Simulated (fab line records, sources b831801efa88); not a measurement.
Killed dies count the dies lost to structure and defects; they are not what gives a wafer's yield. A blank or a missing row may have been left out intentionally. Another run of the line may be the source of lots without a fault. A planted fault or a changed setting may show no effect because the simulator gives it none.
Comparing a struck lot with a sound one || flow sky130 || 22 out of 708 route steps
Sound: wafers L857.1, L857.3, L857.4. The struck wafers were L879.1, L879.2, L879.3. Last of all comes the cause.
Each step with rows lists, per side, the tool, then ch with its chambers, then its first start. Under that, the readings that differ: sound wafers || struck wafers || difference of the means || sigmas: that difference in standard deviations of wafers without a fault.
alike: readings whose means differ by less than 2 such deviations, and words and numbers that are the same on both sides. not compared: withheld readings, readings that some wafer has no value for, bounds like >300 that may hide the same value, and numbers for which the record gives no deviation and whose values overlap.
A row with sigmas, a row that says differs or no value, or rows on one side alone: a step with any of these is where the two part. Numbers that have no deviation but don't overlap get no sigmas and don't part them. A reading that every wafer of one side lacks parts them only if that side has two wafers or more.

first, 1 step without rows for these wafers: SKY_LOCAL_INTERCONNECT_CLEAN_18 (cleans in O3/DIW).
SKY_CONTACT_CVD_00: deposits Si3N4, target thk 75 nm.
  sound on pecvd-04 ch 0,1, day 30 08:40; struck on pecvd-02 ch 0,1,2, day 37 07:47
{"reading": "heater_power_w (W)", "sound": "599 620 604", "struck": "842 1040 685", "difference": "+248", "sigmas": "+2"}
SKY_CONTACT_THK_MEAS_01:
  struck on film_metro-04, day 37 07:49; sound on film_metro-01, day 30 08:41
  alike: CONTACT_CVD_00_THK
then, 1 step without rows for these wafers: SKY_CONTACT_HDPCVD_02 (deposits SiO2, target thk 565 nm, time 94.2 s).
SKY_CONTACT_THK_MEAS_03:
  struck on film_metro-02, day 37 07:57; sound on film_metro-02, day 30 08:52
  alike: CONTACT_HDPCVD_THK
SKY_CONTACT_CMP_04: polishes SiO2.
  sound on cmp-01 ch 0,1,3, day 30 08:56; struck on cmp-02 ch 1,2,3, day 37 08:04
  alike: motor_current_A, time_to_endpoint_s
SKY_CONTACT_BOW_MEAS_05:
  struck on film_metro-01, day 37 08:22; sound on film_metro-04, day 30 09:14
  alike: CONTACT_BOW
then, 5 steps without rows for these wafers: SKY_CONTACT_DEHYDRATE_06 (time 60 s); SKY_CONTACT_HMDS_07 (prime time 60 s); SKY_CONTACT_COAT_08 (resist thk 60 nm); SKY_CONTACT_COAT_09 (resist thk 450 nm); SKY_CONTACT_SOFTBAKE_10 (time 90 s).
SKY_CONTACT_EXPOSE_11: exposes mask CTM1, target cd 170 nm.
  sound on krf_scanner-02 ch 0, day 30 23:29; struck on krf_scanner-02 ch 0, day 37 21:22
{"reading": "exposure_dose_mJ_cm2", "sound": "37.95 37.96 38.03", "struck": "35.17 35.22 35.15", "difference": -2.80, "sigmas": -72}
  alike: mask
then, 2 steps without rows for these wafers: SKY_CONTACT_PEB_12; SKY_CONTACT_DEVELOP_13 (develop time 60 s).
SKY_CONTACT_CD_MEAS_14: target cd 170 nm.
  struck on cd_sem-02, day 38 09:41; sound on cd_sem-01, day 31 12:53
{"reading": "cd_nm (nm)", "sound": "171.1 172.3 171.4", "struck": "156.3 156.2 156.5", "difference": -15.3, "sigmas": -12}
  not compared: hold
SKY_CONTACT_OVL_MEAS_15:
  struck on overlay-02, day 38 10:53; sound on overlay-01, day 31 13:01
{"reading": "hold", "sound": "- - -", "struck": "await_dispo/1.1h/release await_dispo/1.1h/release await_dispo/1.1h/release", "difference": "no value on the sound wafers", "sigmas": ""}
  alike: CONTACT_OVL
SKY_CONTACT_ETCH_16: etches BARC in N2/H2, stops on SiO2, time 45.9 s, target depth 60 nm.
  sound on rie_diel-02 ch 1,2,3, day 31 13:03; struck on rie_diel-01 ch 0,1,3, day 38 10:55
{"reading": "model.CONTACT.cd_nm (nm)", "sound": "171.9 172.6 171.3", "struck": "157 155.8 156.9", "difference": -15, "sigmas": ""}
  alike: drypump_motor_current_A, n2_flow_sccm, oes_product_au, throttle_valve_pct
  not compared: rf_hours_counter_h
SKY_CONTACT_ETCH_17: etches SiO2 in C4F8/O2/Ar, stops on Si3N4, target depth 340 nm.
  sound on rie_diel-02 ch 1,2,3, day 31 13:05; struck on rie_diel-01 ch 0,1,3, day 38 10:58
  alike: oes_product_au
SKY_CONTACT_ETCH_18: etches Si3N4 in CHF3/O2, stops on TiN, time 39 s, target depth 75 nm.
  sound: rie_diel-02 ch 1,2,3; struck: rie_diel-01 ch 0,1,3
{"reading": "model.CONTACT.cd_nm (nm)", "sound": "172.1 172.8 171.4", "struck": "156.9 155.9 157", "difference": -15.5, "sigmas": ""}
  alike: O2_flow_sccm, drypump_motor_current_A, oes_product_au, throttle_valve_pct
  not compared: rf_hours_counter_h
SKY_CONTACT_STRIP_19: strips in O2/N2.
  sound on plasma_asher-01 ch 0,1, day 31 13:11; struck on plasma_asher-04 ch 0,1, day 38 11:13
{"reading": "n2_flow_sccm (sccm)", "sound": "301.8 301.0 301.2", "struck": "298.9 299.2 299.1", "difference": -2.3, "sigmas": -3}
  alike: drypump_motor_current_A, oes_product_au, strip_time_to_endpoint_s
  not compared: rf_hours_counter_h
-- the record jumps here: 12 days lie between the struck wafers' starts before and after (it left off in module CONTACT and takes up again in module PAD_OPEN, whose first step shown is number 708 of the route) --
SKY_PAD_OPEN_PROBE_99:
  struck on prober-01, day 50 17:02; sound on prober-01, day 45 14:29
{"reading": "model.etest.mcon_chain.rc_ohm", "sound": "16.98 16.93 16.51", "struck": "18.49 18 19.58", "difference": "+1.88", "sigmas": ""}
  alike: killed_at_M0_to_M3, killed_at_M4_up, killed_at_contacts, killed_at_front_end, killed_at_other, killed_dies, killed_on_rim, killed_open, killed_short

## WHERE THEY PART
First at SKY_CONTACT_CVD_00; last, within this record, at SKY_CONTACT_STRIP_19. Later steps at which nothing parts them and some readings are alike: SKY_PAD_OPEN_PROBE_99.

WHY: whatever the simulator had introduced
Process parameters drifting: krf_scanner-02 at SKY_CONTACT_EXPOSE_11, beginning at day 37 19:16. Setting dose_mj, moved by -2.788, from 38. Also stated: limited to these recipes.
